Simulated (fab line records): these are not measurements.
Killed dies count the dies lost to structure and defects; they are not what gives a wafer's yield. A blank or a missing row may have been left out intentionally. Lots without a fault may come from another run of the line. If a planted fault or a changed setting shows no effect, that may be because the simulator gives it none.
Comparing a struck lot with a sound one -- flow sky130 -- 15 steps out of a route of 708
Sound: the wafers L808.1, L808.5, L808.6. Wafers L824.1, L824.3, L824.4 were the ones struck. The cause is given at the end.
At each step with rows: each side's tool, then ch and its chambers, then its first start. Under that, the readings that differ: sound wafers -- struck wafers -- difference of the means -- sigmas: that difference in standard deviations of wafers without a fault.
alike: a reading whose means differ by less than 2 such deviations, as well as words and numbers matching on both sides. not compared: withheld readings; readings where some wafer has no value; bounds like >300 that might hide an equal value; numbers whose values overlap and for which the record gives no deviation.
The two part at a step that has a row with sigmas, a row that says differs or no value, or rows on one side only. When numbers do not overlap yet have no deviation, they are printed without sigmas and do not part them. A reading missing from all wafers of one side parts the sides only when that side holds two or more wafers.

first, 5 steps without rows for these wafers: SKY_SONOS_TUNNEL_COAT_02 (resist thk 1140 nm); SKY_SONOS_TUNNEL_SOFTBAKE_03 (time 60 s); SKY_SONOS_TUNNEL_EXPOSE_04 (exposes mask TUNM, target cd 410 nm); SKY_SONOS_TUNNEL_PEB_05; SKY_SONOS_TUNNEL_DEVELOP_06 (develop time 60 s).
SKY_SONOS_TUNNEL_CD_MEAS_07 targets a cd of 410 nm.
  struck on cdSem-01, day 18 02:52; sound on cdSem-02, day 13 03:43
reading,sound,struck,difference,sigmas
cdNm (nm),413.1 413.0 414.3,407.7 408.6 407.7,-5.5,-2
SKY_SONOS_TUNNEL_OVL_MEAS_08:
  struck on overlay-01, day 18 02:59; sound on overlay-01, day 13 03:50
  alike: SONOS_TUNNEL_OVL
then, 3 steps without rows for these wafers: SKY_SONOS_TUNNEL_IMPLANT_09; SKY_SONOS_TUNNEL_WET_ETCH_10 (etches SiO2 in dHF, target depth 14 nm, time 280 s); SKY_SONOS_TUNNEL_STRIP_11 (strips in SPM, time 600 s).
SKY_SONOS_TUNNEL_TW_MEAS_12:
  struck on filmMetro-04, day 18 03:27; sound on filmMetro-01, day 13 04:17
  alike: SONOS_TUNNEL_TW
then, 1 step without rows for these wafers: SKY_SONOS_TUNNEL_CLEAN_13 (cleans in dHF, time 20 s).
SKY_SONOS_ONO_OXIDATION_00: stabilise 600 s, purge 300 s, target thk 2.6 nm.
  sound on furnace-01 ch 0, day 13 05:08; struck on furnace-02 ch 0, day 18 04:37
reading,sound,struck,difference,sigmas
spikeTcCentreC (C),800.6 799.4 800.1,807.7 806.6 808.6,+7.6,+5
spikeTcTopC (C),814.6 813.5 815.4,822.3 819.2 821.8,+6.6,+7
spikeTcUpperC (C),798.7 800.6 801.2,761.1 760.4 761.1,-39.3,-42
zonePowerUpperPct (%),16.4 16.7 16.7,1.9 1.9 1.9,-14.7,-17
model.SiO2_of_SONOS_ONO_OXIDATION_00.thkNm (nm),2.736 2.726 2.713,2.568 2.565 2.57,-0.157,
SKY_SONOS_ONO_THK_MEAS_01:
  struck on filmMetro-03, day 18 05:58; sound on filmMetro-03, day 13 06:29
reading,sound,struck,difference,sigmas
SONOS_ONO_OXIDATION_THK (nm),2.75 2.75 2.70,2.55 2.57 2.55,-0.18,-3
-- the record jumps here: 32 days lie between the struck wafers' starts before and after (it left off in module SONOS_ONO and takes up again in module PAD_OPEN, whose first step shown is number 708 of the route) --
SKY_PAD_OPEN_PROBE_99:
  struck on prober-02, day 50 11:56; sound on prober-02, day 47 06:37
  alike: killed_at_M0_to_M3, killed_at_M4_up, killedAtContacts, killedAtFrontEnd, killedAtOther, killedDies, killedOpen, killedShort
  not compared: model.etest.sonosErased.vtV

== WHERE THEY PART ==
Earliest at SKY_SONOS_TUNNEL_CD_MEAS_07; latest, in this record, at SKY_SONOS_ONO_THK_MEAS_01. Later steps at which nothing parts them and some readings are alike: SKY_PAD_OPEN_PROBE_99.

WHY: what had been put in by the simulator
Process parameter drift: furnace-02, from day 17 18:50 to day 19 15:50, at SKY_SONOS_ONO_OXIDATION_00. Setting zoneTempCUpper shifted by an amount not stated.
